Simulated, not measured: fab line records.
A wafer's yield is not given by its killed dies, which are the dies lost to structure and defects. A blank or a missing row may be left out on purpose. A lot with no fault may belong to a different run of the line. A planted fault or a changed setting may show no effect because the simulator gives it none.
A sampling plan put to the test / flow sfqLine / 14 faults told of in these records, all on one fab line, each judged by the records of the lots it struck
The plan consists of the line's own looks: route steps at which the wafer is read by a gauge or an inspection but not changed. A look can be judged if struck wafers have a number there and the file gives its usual mean and standard deviation on fault-free wafers. Caught: 4 or more of those standard deviations (sigma) separate the usual mean from the mean of the struck wafers at a look after the fault's first step. On the tool: the fault's steps, tested the same way using the tool's own readings. Another recipe on the struck wafers, or a record that is blank for them alone, also counts as caught.

## THE FAULTS, as the simulator had put them in
1. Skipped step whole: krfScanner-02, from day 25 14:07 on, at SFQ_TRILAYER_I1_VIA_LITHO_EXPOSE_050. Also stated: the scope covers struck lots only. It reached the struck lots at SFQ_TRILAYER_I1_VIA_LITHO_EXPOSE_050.
2. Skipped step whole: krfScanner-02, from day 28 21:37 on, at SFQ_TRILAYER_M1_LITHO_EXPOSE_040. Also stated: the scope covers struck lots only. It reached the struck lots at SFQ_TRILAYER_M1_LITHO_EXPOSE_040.
3. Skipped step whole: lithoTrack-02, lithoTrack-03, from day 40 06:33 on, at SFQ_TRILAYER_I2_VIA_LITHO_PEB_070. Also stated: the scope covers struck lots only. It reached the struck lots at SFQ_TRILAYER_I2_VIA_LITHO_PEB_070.
4. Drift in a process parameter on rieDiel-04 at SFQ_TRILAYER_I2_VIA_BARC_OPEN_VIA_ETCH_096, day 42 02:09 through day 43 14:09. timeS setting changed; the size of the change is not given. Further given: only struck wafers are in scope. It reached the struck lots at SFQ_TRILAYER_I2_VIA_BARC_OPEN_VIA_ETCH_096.
5. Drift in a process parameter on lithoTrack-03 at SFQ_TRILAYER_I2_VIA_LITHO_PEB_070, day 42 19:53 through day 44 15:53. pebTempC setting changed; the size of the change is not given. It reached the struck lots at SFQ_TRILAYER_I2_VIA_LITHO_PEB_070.
6. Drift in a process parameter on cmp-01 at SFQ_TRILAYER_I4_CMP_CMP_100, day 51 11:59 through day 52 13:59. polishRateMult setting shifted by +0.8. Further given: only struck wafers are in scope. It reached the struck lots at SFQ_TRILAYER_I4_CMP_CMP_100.
7. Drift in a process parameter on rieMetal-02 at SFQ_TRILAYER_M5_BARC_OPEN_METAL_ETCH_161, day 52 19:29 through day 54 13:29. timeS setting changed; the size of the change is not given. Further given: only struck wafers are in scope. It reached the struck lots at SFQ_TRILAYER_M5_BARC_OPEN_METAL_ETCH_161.
8. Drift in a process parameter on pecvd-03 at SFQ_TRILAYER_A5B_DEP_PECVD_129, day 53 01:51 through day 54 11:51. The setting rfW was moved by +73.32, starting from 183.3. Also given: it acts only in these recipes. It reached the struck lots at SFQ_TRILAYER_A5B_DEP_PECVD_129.
9. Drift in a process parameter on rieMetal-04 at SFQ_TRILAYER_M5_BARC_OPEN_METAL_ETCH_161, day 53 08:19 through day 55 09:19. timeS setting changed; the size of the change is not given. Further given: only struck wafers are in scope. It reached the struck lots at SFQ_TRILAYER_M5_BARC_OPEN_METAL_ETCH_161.
10. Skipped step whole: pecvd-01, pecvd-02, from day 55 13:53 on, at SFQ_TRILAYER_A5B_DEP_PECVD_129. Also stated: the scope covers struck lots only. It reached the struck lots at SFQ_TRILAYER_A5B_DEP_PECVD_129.
11. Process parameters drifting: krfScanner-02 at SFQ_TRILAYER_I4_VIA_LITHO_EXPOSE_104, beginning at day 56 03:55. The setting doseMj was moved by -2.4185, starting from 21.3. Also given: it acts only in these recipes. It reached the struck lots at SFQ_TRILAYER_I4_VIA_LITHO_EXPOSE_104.
12. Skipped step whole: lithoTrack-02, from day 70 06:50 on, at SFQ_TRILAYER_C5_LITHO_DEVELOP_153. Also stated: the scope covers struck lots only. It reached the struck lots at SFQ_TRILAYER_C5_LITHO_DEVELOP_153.
13. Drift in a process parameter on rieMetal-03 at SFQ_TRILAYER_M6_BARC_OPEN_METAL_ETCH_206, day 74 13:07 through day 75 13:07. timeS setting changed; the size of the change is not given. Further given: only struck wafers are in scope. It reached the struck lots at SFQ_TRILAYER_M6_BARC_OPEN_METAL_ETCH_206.
14. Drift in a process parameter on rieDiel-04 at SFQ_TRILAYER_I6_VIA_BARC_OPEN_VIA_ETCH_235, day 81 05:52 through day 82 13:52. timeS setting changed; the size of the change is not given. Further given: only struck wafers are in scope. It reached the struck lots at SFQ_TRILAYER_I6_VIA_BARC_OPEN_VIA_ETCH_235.

## WHAT THE PLAN SAW
fault=1; on the tool itself=no reading that can be judged; first look that catches it=no look after it can be judged; reading, sigma=-; median hours from its first step to that look=-; hours from the fault's start to the first struck lot there=-; judged looks passed uncaught=0
fault=2; on the tool itself=no reading that can be judged; first look that catches it=no look after it can be judged; reading, sigma=-; median hours from its first step to that look=-; hours from the fault's start to the first struck lot there=-; judged looks passed uncaught=0
fault=3; on the tool itself=the tool's record is blank for the struck wafers; first look that catches it=no look after it can be judged; reading, sigma=-; median hours from its first step to that look=-; hours from the fault's start to the first struck lot there=-; judged looks passed uncaught=0
fault=4; on the tool itself=oesProductAu +10.0 sigma; first look that catches it=no look after it can be judged; reading, sigma=-; median hours from its first step to that look=-; hours from the fault's start to the first struck lot there=-; judged looks passed uncaught=0
fault=5; on the tool itself=heaterPowerTotalW -60 sigma; first look that catches it=no look after it can be judged; reading, sigma=-; median hours from its first step to that look=-; hours from the fault's start to the first struck lot there=-; judged looks passed uncaught=0
fault=6; on the tool itself=timeToEndpointS -13 sigma; first look that catches it=no look after it can be judged; reading, sigma=-; median hours from its first step to that look=-; hours from the fault's start to the first struck lot there=-; judged looks passed uncaught=0
fault=7; on the tool itself=runLengthS +5.4 sigma; first look that catches it=no look after it can be judged; reading, sigma=-; median hours from its first step to that look=-; hours from the fault's start to the first struck lot there=-; judged looks passed uncaught=0
fault=8; on the tool itself=rfFwdPowerW +99 or beyond sigma; first look that catches it=no look after it can be judged; reading, sigma=-; median hours from its first step to that look=-; hours from the fault's start to the first struck lot there=-; judged looks passed uncaught=0
fault=9; on the tool itself=oesProductAu -13 sigma; first look that catches it=no look after it can be judged; reading, sigma=-; median hours from its first step to that look=-; hours from the fault's start to the first struck lot there=-; judged looks passed uncaught=0
fault=10; on the tool itself=the tool's record is blank for the struck wafers; first look that catches it=no look after it can be judged; reading, sigma=-; median hours from its first step to that look=-; hours from the fault's start to the first struck lot there=-; judged looks passed uncaught=0
fault=11; on the tool itself=exposureDoseMJCm2 -99 or beyond sigma; first look that catches it=no look after it can be judged; reading, sigma=-; median hours from its first step to that look=-; hours from the fault's start to the first struck lot there=-; judged looks passed uncaught=0
fault=12; on the tool itself=the tool's record is blank for the struck wafers; first look that catches it=no look after it can be judged; reading, sigma=-; median hours from its first step to that look=-; hours from the fault's start to the first struck lot there=-; judged looks passed uncaught=0
fault=13; on the tool itself=runLengthS -4.0 sigma; first look that catches it=no look after it can be judged; reading, sigma=-; median hours from its first step to that look=-; hours from the fault's start to the first struck lot there=-; judged looks passed uncaught=0
fault=14; on the tool itself=oesProductAu -4.3 sigma; first look that catches it=no look after it can be judged; reading, sigma=-; median hours from its first step to that look=-; hours from the fault's start to the first struck lot there=-; judged looks passed uncaught=0
Dash: fault not caught, or number not given in these records.

Caught at a look: 0 of 14. Caught on the tool: 12 of 14. By one or the other: 12 of 14.
On the tool alone, faults 3, 4, 5, 6, 7, 8, 9, 10, 11, 12, 13, 14 were caught.
Caught by neither: faults 1, 2.
